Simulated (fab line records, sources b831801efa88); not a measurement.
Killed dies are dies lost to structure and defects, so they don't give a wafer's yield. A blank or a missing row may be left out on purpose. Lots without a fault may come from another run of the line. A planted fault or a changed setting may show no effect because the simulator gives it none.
Which tool did it? | flow gf180mcu | 12 lots, 36 wafers sampled, at 5 steps of a route of 602

WHAT THE GAUGES READ, wafer by wafer
GF_V5_BOW_MEAS_05.
lot  | measured     | on            | V5_BOW (um)
L075 | day 28 22:56 | film_metro-01 | 135 134 129
L077 | day 29 12:40 | film_metro-02 | 153 142 148
L079 | day 30 02:54 | film_metro-03 | 151 141 145
L081 | day 30 13:07 | film_metro-01 | 147 141 130
L083 | day 31 05:18 | film_metro-02 | 141 137 135
L085 | day 31 20:08 | film_metro-01 | 122 131 119
L087 | day 32 04:40 | film_metro-03 | 131 150 130
L089 | day 32 16:59 | film_metro-01 | 149 138 140
L091 | day 33 06:02 | film_metro-01 | 135 136 136
L093 | day 33 15:11 | film_metro-01 | 126 150 131
L095 | day 34 02:19 | film_metro-01 | 124 132 112
L097 | day 34 11:19 | film_metro-02 | 133 141 136

WHICH TOOL RAN EACH LOT (tool, then ch and the chambers of the sampled wafers, then the start)
lot  | GF_M4_SPUTTER_03             | GF_V4_STRIP_18                       | GF_V4_CVD_23                  | GF_MIM_SPUTTER_08
L075 | pvd_sputter-04, day 25 02:28 | plasma_asher-03 ch 0,1, day 27 00:23 | cvd_w-02 ch 0,1, day 27 01:01 | pvd_sputter-01, day 27 01:56
L077 | pvd_sputter-03, day 25 17:08 | plasma_asher-03 ch 1, day 27 14:56   | cvd_w-02 ch 0,1, day 27 15:37 | pvd_sputter-04, day 27 16:46
L079 | pvd_sputter-04, day 26 08:43 | plasma_asher-02 ch 0,1, day 28 06:06 | cvd_w-01 ch 0,1, day 28 06:44 | pvd_sputter-03, day 28 07:41
L081 | pvd_sputter-04, day 26 19:15 | plasma_asher-04 ch 0,1, day 28 17:02 | cvd_w-01 ch 0,1, day 28 17:41 | pvd_sputter-03, day 28 18:38
L083 | pvd_sputter-02, day 27 14:23 | plasma_asher-02 ch 0,1, day 29 09:39 | cvd_w-02 ch 0,1, day 29 10:19 | pvd_sputter-03, day 29 11:47
L085 | pvd_sputter-03, day 28 05:55 | plasma_asher-02 ch 0,1, day 30 01:53 | cvd_w-01 ch 0,1, day 30 02:32 | pvd_sputter-03, day 30 03:29
L087 | pvd_sputter-03, day 28 16:08 | plasma_asher-02 ch 0,1, day 30 10:24 | cvd_w-01 ch 0,1, day 30 11:04 | pvd_sputter-04, day 30 12:04
L089 | pvd_sputter-04, day 29 06:13 | plasma_asher-03 ch 0,1, day 30 23:45 | cvd_w-01 ch 0,1, day 31 00:23 | pvd_sputter-01, day 31 01:20
L091 | pvd_sputter-04, day 29 21:59 | plasma_asher-02 ch 0,1, day 31 14:29 | cvd_w-01 ch 0,1, day 31 15:08 | pvd_sputter-03, day 31 16:05
L093 | pvd_sputter-04, day 30 07:25 | plasma_asher-02 ch 0,1, day 31 23:54 | cvd_w-02 ch 0,1, day 32 00:34 | pvd_sputter-04, day 32 01:46
L095 | pvd_sputter-04, day 30 19:49 | plasma_asher-04 ch 0,1, day 32 11:18 | cvd_w-02 ch 0,1, day 32 11:58 | pvd_sputter-03, day 32 12:55
L097 | pvd_sputter-02, day 31 07:28 | plasma_asher-04 ch 0,1, day 32 22:20 | cvd_w-01 ch 0,1, day 32 22:58 | pvd_sputter-03, day 32 23:53
- GF_M4_SPUTTER_03: material Ti, target thk 10 nm, time 6.7 s.
- GF_V4_STRIP_18: strips in O2/N2.
- GF_V4_CVD_23: deposits W, target thk 350 nm, time 104.9 s.
- GF_MIM_SPUTTER_08: material AlCu, target thk 200 nm, time 10.6 s.

THE ANSWER, worked out from the rows above alone
Rule: what is usual is taken from the lots themselves. Put in order of their means at a reading, lots are off if they are a third of the lots or fewer, leave a main group of 4 or more, and stand apart from it by a gap of 3 or more times the standard deviation of the main group's means; of several such gaps the widest counts. A main group whose means are all the same, to the digits that the tables above print for the reading, isn't used. A lot without any number at a reading at which 4 lots or more have one is off too. The other lots that the step has rows for count as sound.
No lot is off at any reading shown: from this, nothing can be told.

WHAT THE SIMULATOR HAD PUT IN
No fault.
